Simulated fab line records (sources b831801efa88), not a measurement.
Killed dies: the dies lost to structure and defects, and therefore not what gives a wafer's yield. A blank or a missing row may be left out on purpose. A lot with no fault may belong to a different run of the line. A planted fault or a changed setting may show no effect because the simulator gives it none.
fab line records -- flow gf180mcu -- part 2 of 2: steps 32 to 41 of 41
record: lots: 5, wafers: 15, last_day: 34
route steps=602 shown HV_LDD@190
lots that met no fault: taken from a fault-free run of the same line
start_h: the number of hours between the record's first day and the start of the first shown wafer of the lot -- wait_h: how many hours have passed since the lot's step before this one -- " same as the row above -- L1.1+2: a single row standing in for several wafers -- - either no value or no given start -- * or withheld: withheld -- < > ~ a bound
route shown NAME@n: a module of which the file shows steps, and the number in the route of the first -- usual: mean and standard deviation over wafers with no fault -- same: alike in all rows -- chamber/n: place in a boat -- sites: the reading at each site -- _std_site: standard deviation of those values -- _edge_site: inner sites' mean taken away from outer sites' mean -- radius_mm: for every site, how far away it sits from the centre of the wafer -- mask NAME#n: copy n -- behind: the last tool/chamber to shape the wafer -- hold: the reason the lot was held/the length of the hold in hours/how it ended -- device: the n, p or np transistor that did not switch -- end of line: the same wafers' tests at the end of the route -- for a step that has no rows: nothing shown but its recipe -- killed: not the wafer's yield, but the dies lost to structure and defects at the first sort -- map: a wafer's dies, x killed, . not, _ none there
set.NAME: the run value of the setting; set.NAME@STEP: its run value at that earlier step -- model.NAME: the simulator's own value behind a step, which no gauge read
lots at some steps of the route; a table a step, a row a wafer
services: from which hour (start_h, from the record's first day; less than 0 if before it) a tool's chamber was out of use, for how many hours, and why
== steps ==
step: GF_HV_LDD_DEVELOP_45
recipe: develop_time_s: 60, dev_temp_c: 23
usual: developer_temp_C: 22.98/0.11
lot.wafer,tool,chamber,start_h,wait_h,developer_temp_C
L077.3,litho_track-02,0,305.35,0.1,22.92
L077.4,litho_track-02,0,305.35,0.1,22.95
L077.5,litho_track-02,0,305.35,0.1,23.01
L082.1,litho_track-04,0,336.46,0.1,22.99
L082.3,litho_track-04,0,336.46,0.1,23.04
L082.5,litho_track-04,0,336.46,0.1,22.99
L085.1,litho_track-02,0,363.45,0.1,22.95
L085.2,litho_track-02,0,363.45,0.1,23.07
L085.4,litho_track-02,0,363.45,0.1,22.92
L088.1,litho_track-02,0,389.25,0.1,22.95
L088.3,litho_track-02,0,389.25,0.1,23.06
L088.6,litho_track-02,0,389.25,0.1,22.91
L097.1,litho_track-02,0,463.70,0.1,22.81
L097.5,litho_track-02,0,463.70,0.1,22.90
L097.6,litho_track-02,0,463.70,0.1,22.92
step: GF_HV_LDD_CD_MEAS_46
recipe: target_cd_nm: 400
usual: cd_nm: 399.2/1.6
lot.wafer,tool,chamber,start_h,wait_h,cd_nm
L077.3,cd_sem-02,-,305.49,0.1,399.5
L077.4,cd_sem-02,-,305.49,0.1,400.8
L077.5,cd_sem-02,-,305.49,0.1,399.8
L082.1,cd_sem-01,-,336.61,0.1,397.6
L082.3,cd_sem-01,-,336.61,0.1,397.7
L082.5,cd_sem-01,-,336.61,0.1,398.2
L085.1,cd_sem-02,-,363.60,0.1,400.1
L085.2,cd_sem-02,-,363.60,0.1,401.7
L085.4,cd_sem-02,-,363.60,0.1,398.5
L088.1,cd_sem-02,-,389.40,0.1,398.6
L088.3,cd_sem-02,-,389.40,0.1,397.9
L088.6,cd_sem-02,-,389.40,0.1,398.7
L097.1,cd_sem-02,-,463.90,0.2,401.9
L097.5,cd_sem-02,-,463.90,0.2,397.1
L097.6,cd_sem-02,-,463.90,0.2,398.3
step: GF_HV_LDD_OVL_MEAS_47
usual: HV_LDD_03_OVL: 2.2/1.4
lot.wafer,tool,chamber,start_h,wait_h,HV_LDD_03_OVL[nm]
L077.3,overlay-01,-,305.58,0.1,1.2
L077.4,overlay-01,-,305.58,0.1,0.5
L077.5,overlay-01,-,305.58,0.1,2.9
L082.1,overlay-02,-,336.73,0.1,0.8
L082.3,overlay-02,-,336.73,0.1,2.7
L082.5,overlay-02,-,336.73,0.1,3.9
L085.1,overlay-02,-,363.72,0.1,4.0
L085.2,overlay-02,-,363.72,0.1,2.1
L085.4,overlay-02,-,363.72,0.1,3.5
L088.1,overlay-01,-,389.52,0.1,6.9
L088.3,overlay-01,-,389.52,0.1,4.5
L088.6,overlay-01,-,389.52,0.1,5.8
L097.1,overlay-02,-,464.02,0.1,0.7
L097.5,overlay-02,-,464.02,0.1,0.1
L097.6,overlay-02,-,464.02,0.1,1.9
step: GF_HV_LDD_IMPLANT_48
recipe: species: B, energy_kev: 25, dose_cm2: 3e+13, tilt_deg: 7
same: implant_ion_amu: 11
lot.wafer,tool,chamber,start_h,wait_h
L077.3+4+5,implanter-02,0,305.66,0.1
L082.1+3+5,implanter-04,0,336.77,0.0
L085.1+2+4,implanter-04,0,363.76,0.0
L088.1+3+6,implanter-01,0,389.56,0.0
L097.1+5+6,implanter-04,0,464.06,0.0
step: GF_HV_LDD_STRIP_49
recipe: chemistry: O2/N2, power_w: 1400, pressure_mtorr: 1500, platen_temp_c: 250, o2_flow_sccm: 3000, n2_flow_sccm: 300, overash_fraction: 0.5
usual: drypump_motor_current_A: 5.4/0.39, heater_power_w: 326/18, oes_product_au: 0.716/0.0044, strip_time_to_endpoint_s: 12.65/0.035
lot.wafer,tool,chamber,start_h,wait_h,drypump_motor_current_A,heater_power_w,oes_product_au,rf_hours_counter_h,strip_time_to_endpoint_s
L077.3,plasma_asher-02,1,305.79,0.1,6.0,315,0.714,-,12.56
L077.4,plasma_asher-02,0,305.79,0.1,5.4,316,0.717,-,12.62
L077.5,plasma_asher-02,1,305.79,0.1,6.0,318,0.717,-,12.60
L082.1,plasma_asher-04,1,336.92,0.1,4.8,313,0.713,66,12.65
L082.3,plasma_asher-04,1,336.92,0.1,4.8,303,0.724,-,12.67
L082.5,plasma_asher-04,1,336.92,0.1,4.8,302,0.714,-,12.63
L085.1,plasma_asher-04,0,363.91,0.1,5.5,319,0.716,69,12.66
L085.2,plasma_asher-04,1,363.91,0.1,4.8,311,0.719,69,12.69
L085.4,plasma_asher-04,1,363.91,0.1,4.8,304,0.716,-,12.68
L088.1,plasma_asher-04,1,389.71,0.1,4.8,310,0.720,71,12.71
L088.3,plasma_asher-04,0,389.71,0.1,5.5,328,0.721,-,12.71
L088.6,plasma_asher-04,1,389.71,0.1,4.8,309,0.707,-,12.72
L097.1,plasma_asher-04,0,464.21,0.1,5.5,319,0.712,80,12.63
L097.5,plasma_asher-04,0,464.21,0.1,5.5,331,0.711,-,12.68
L097.6,plasma_asher-04,1,464.21,0.1,4.8,304,0.719,-,12.61
step: GF_HV_LDD_TW_MEAS_50
usual: HV_LDD_4_TW: 571/3.9
lot.wafer,tool,chamber,start_h,wait_h,HV_LDD_4_TW
L077.3,film_metro-04,-,305.88,0.1,575
L077.4,film_metro-04,-,305.88,0.1,579
L077.5,film_metro-04,-,305.88,0.1,578
L082.1,film_metro-03,-,337.02,0.1,572
L082.3,film_metro-03,-,337.02,0.1,572
L082.5,film_metro-03,-,337.02,0.1,572
L085.1,film_metro-04,-,364.01,0.1,579
L085.2,film_metro-04,-,364.01,0.1,575
L085.4,film_metro-04,-,364.01,0.1,578
L088.1,film_metro-02,-,389.84,0.1,572
L088.3,film_metro-02,-,389.84,0.1,570
L088.6,film_metro-02,-,389.84,0.1,574
L097.1,film_metro-04,-,464.31,0.1,572
L097.5,film_metro-04,-,464.31,0.1,569
L097.6,film_metro-04,-,464.31,0.1,572
step: GF_HV_LDD_CLEAN_51
recipe: chemistry: SC1/SC2, mix: 1:4:20, temp_c: 70, time_s: 150, dry: n2_spin
lot.wafer,tool,chamber,start_h,wait_h
L077.3+4+5,wet_bench-03,0,305.92,0.0
L082.1+3+5,wet_bench-01,0,337.08,0.1
L085.1+2+4,wet_bench-04,2,364.07,0.1
L088.1+3+6,wet_bench-01,2,389.90,0.1
L097.1+5+6,wet_bench-03,0,464.37,0.1
step: GF_HV_LDD_RTA_52
recipe: temp_c: 1000, time_s: 10, ambient: N2
usual: anneal_temp_c_max: 1004.8/0.97, chamber_o2_ppm: 2.000/0.021, lamp_power_pct: 33/3.5, wafer_temp_C_max: 1005.1/2.1
lot.wafer,tool,chamber,start_h,wait_h,anneal_temp_c_max,chamber_o2_ppm,lamp_power_pct,wafer_temp_C_max
L077.3,rtp_anneal-02,0,306.00,0.0,1003.9,1.984,37,1003.0
L077.4,rtp_anneal-02,0,306.00,0.0,1003.8,2.000,37,1003.0
L077.5,rtp_anneal-02,0,306.00,0.0,1005.0,1.994,37,1002.9
L082.1,rtp_anneal-01,0,337.13,0.0,1005.6,1.960,30,1008.5
L082.3,rtp_anneal-01,0,337.13,0.0,1004.6,2.014,30,1004.7
L082.5,rtp_anneal-01,0,337.13,0.0,1005.3,2.004,30,1005.4
L085.1,rtp_anneal-01,0,364.12,0.0,1006.2,2.011,30,1009.2
L085.2,rtp_anneal-01,0,364.12,0.0,1005.1,2.013,30,1004.3
L085.4,rtp_anneal-01,0,364.12,0.0,1005.3,2.001,30,1007.0
L088.1,rtp_anneal-01,0,389.95,0.0,1005.9,1.980,30,1008.0
L088.3,rtp_anneal-01,0,389.95,0.0,1005.1,2.011,30,1006.2
L088.6,rtp_anneal-01,0,389.95,0.0,1004.1,2.039,30,1005.4
L097.1,rtp_anneal-01,0,464.42,0.0,1004.2,1.988,30,1005.0
L097.5,rtp_anneal-01,0,464.42,0.0,1005.2,1.973,30,1006.1
L097.6,rtp_anneal-01,0,464.42,0.0,1003.6,1.989,30,1006.7
step: GF_HV_LDD_RS_MEAS_53
recipe: thk_meas_gauge: four-point-probe
usual: HV_LDD_RS: 418.5/0.98
lot.wafer,tool,chamber,start_h,wait_h,HV_LDD_RS[ohm/sq]
L077.3,film_metro-04,-,306.08,0.1,416.7
L077.4,film_metro-04,-,306.08,0.1,417.0
L077.5,film_metro-04,-,306.08,0.1,416.7
L082.1,film_metro-02,-,337.20,0.1,416.7
L082.3,film_metro-02,-,337.20,0.1,417.5
L082.5,film_metro-02,-,337.20,0.1,419.4
L085.1,film_metro-03,-,364.18,0.1,417.9
L085.2,film_metro-03,-,364.18,0.1,417.0
L085.4,film_metro-03,-,364.18,0.1,418.0
L088.1,film_metro-02,-,390.02,0.1,419.0
L088.3,film_metro-02,-,390.02,0.1,419.7
L088.6,film_metro-02,-,390.02,0.1,418.9
L097.1,film_metro-02,-,464.48,0.1,418.6
L097.5,film_metro-02,-,464.48,0.1,418.5
L097.6,film_metro-02,-,464.48,0.1,418.2
step: GF_HV_LDD_CVD_54
recipe: material: SiO2, target_thk_nm: 10, precursor: TEOS, temp_c: 680, time_s: 75, pressure_mtorr: 400
usual: spike_tc_upper_C: 679.8/1.1
lot.wafer,tool,chamber,start_h,wait_h,spike_tc_upper_C
L077.3,lpcvd-02,0,306.16,0.1,679.8
L077.4,lpcvd-02,0,306.16,0.1,681.6
L077.5,lpcvd-02,0,306.16,0.1,680.2
L082.1,lpcvd-02,1,337.32,0.1,680.0
L082.3,lpcvd-02,1,337.32,0.1,680.2
L082.5,lpcvd-02,1,337.32,0.1,681.0
L085.1,lpcvd-02,1,364.30,0.1,678.1
L085.2,lpcvd-02,1,364.30,0.1,679.3
L085.4,lpcvd-02,1,364.30,0.1,680.7
L088.1,lpcvd-01,0,390.14,0.1,676.2
L088.3,lpcvd-01,0,390.14,0.1,679.1
L088.6,lpcvd-01,0,390.14,0.1,677.8
L097.1,lpcvd-01,1,464.60,0.1,681.9
L097.5,lpcvd-01,1,464.60,0.1,681.4
L097.6,lpcvd-01,1,464.60,0.1,681.1
== services ==
tool,chamber,start_h,hours,kind
implanter-01,-,251.67,3.2,pm
iline_stepper-01,-,258.52,16.4,repair
wet_bench-03,-,264.47,8.3,repair
lpcvd-02,-,265.93,6.1,pm
implanter-01,-,273.30,1.4,repair
implanter-01,-,291.21,2.7,repair
iline_stepper-02,-,294.52,1.7,pm
implanter-02,-,318.21,1.4,repair
iline_stepper-01,-,320.98,2.8,repair
lpcvd-01,-,341.20,4.3,pm
lpcvd-01,-,345.53,6.0,pm
plasma_asher-04,-,349.75,4.3,pm
plasma_asher-01,-,360.61,4.0,pm
lpcvd-02,-,380.81,6.0,pm
implanter-01,-,384.21,1.2,repair
implanter-02,-,407.14,0.7,repair
implanter-01,-,410.30,8.2,pm
implanter-04,-,413.88,28.0,pm
implanter-02,-,419.27,0.5,repair
plasma_asher-01,-,421.25,9.0,pm
implanter-01,-,424.25,2.1,repair
implanter-01,-,433.82,3.6,repair
iline_stepper-01,-,440.54,1.7,pm
implanter-04,-,452.80,6.3,repair
